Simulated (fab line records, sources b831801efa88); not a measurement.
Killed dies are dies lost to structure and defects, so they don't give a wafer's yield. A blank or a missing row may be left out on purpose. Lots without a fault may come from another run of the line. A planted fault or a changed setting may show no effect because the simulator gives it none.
Problem report in the 8D (eight disciplines) form, filled by code | flow gf180mcu | the parts of the form that need people (team, actions taken, sign-off) are left out

1. THE PROBLEM
oes_product_au at GF_DNWELL_STRIP_08 reads a mean of 0.968 a.u. on 3 wafers of 1 lot; wafers without a fault read 0.722 a.u. with a standard deviation of 0.0045. That is +55 standard deviations from the usual mean.
The step: strips in O2/N2.
First seen on wafer L107.3, day 6 03:28, on plasma_asher-01. The record holds 33 wafers of 11 lots with a number at this step. Rule for "out", or "out of limits": more than 4 standard deviations from the usual mean. The other wafers with a number count as sound.

2. WHAT IT IS AND WHAT IT IS NOT
question                    | is                     | is not
which readings at this step | oes_product_au         | drypump_motor_current_A, heater_power_w, n2_flow_sccm
which lots                  | L107                   | L100, L101, L102, L103, L105, L108, L113, L992, L995, L997
which wafers of those lots  | all that have a number | -
read on which tools         | plasma_asher-01        | plasma_asher-03, plasma_asher-04
when                        | from day 6 03:28       | up to then (24 sound wafers); but 6 sound wafers of L108, L113 came after

3. SUSPECTS, AND WHAT RULES EACH OUT
Counting: a tool at a process step up to the reading stays a suspect if it ran every lot that is out and no sound lot after the first of them.
- plasma_asher-01 at GF_DNWELL_STRIP_08 (strips in O2/N2): kept. It ran the lot that is out, L107 (day 6 03:28), and no sound lot after that; its last sound lot up to then is L105 (day 5 20:20). Its own readings are out on those wafers: oes_product_au.
Left after counting: plasma_asher-01 at GF_DNWELL_STRIP_08.

4. THE CAUSE (what the simulator had put in)
Strip aborted: plasma_asher-01, from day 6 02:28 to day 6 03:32, at GF_DNWELL_STRIP_08. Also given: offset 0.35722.
Counting left only this tool.

5. THE CHAIN OF EFFECTS, in route order
Each row: a reading whose mean over the struck wafers that have a number lies more than 3 standard deviations from the usual. Only readings for which the record gives a usual standard deviation are gone through. hours: the time from each lot's start at the first step in this table that gives one to its start at this step, as a median over the lots. sigmas: the change in usual standard deviations.
hours | step               | reading                  | usual      | on struck wafers | change | sigmas
0     | GF_DNWELL_STRIP_08 | oes_product_au           | 0.722 a.u. | 0.968            | +0.246 | +55
15    | GF_NWELL_STRIP_10  | strip_time_to_endpoint_s | 36.93 s    | 38.35            | +1.42  | +14
The process steps in it:
- GF_DNWELL_STRIP_08: strips in O2/N2.
- GF_NWELL_STRIP_10: strips in O2/N2.
Readings that are blank on the struck wafers while sound wafers have them: strip_time_to_endpoint_s at GF_DNWELL_STRIP_08.
Later measuring or inspecting steps at which every struck wafer that the step has a row for has a number for every such reading, and none has moved that far: GF_NSD_TW_MEAS_12, GF_M1_CD_MEAS_14.

6. WHAT WOULD HAVE CAUGHT IT SOONER
In this record the first reading out of limits was taken at day 6 03:28, 1 hour after the fault began at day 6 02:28.
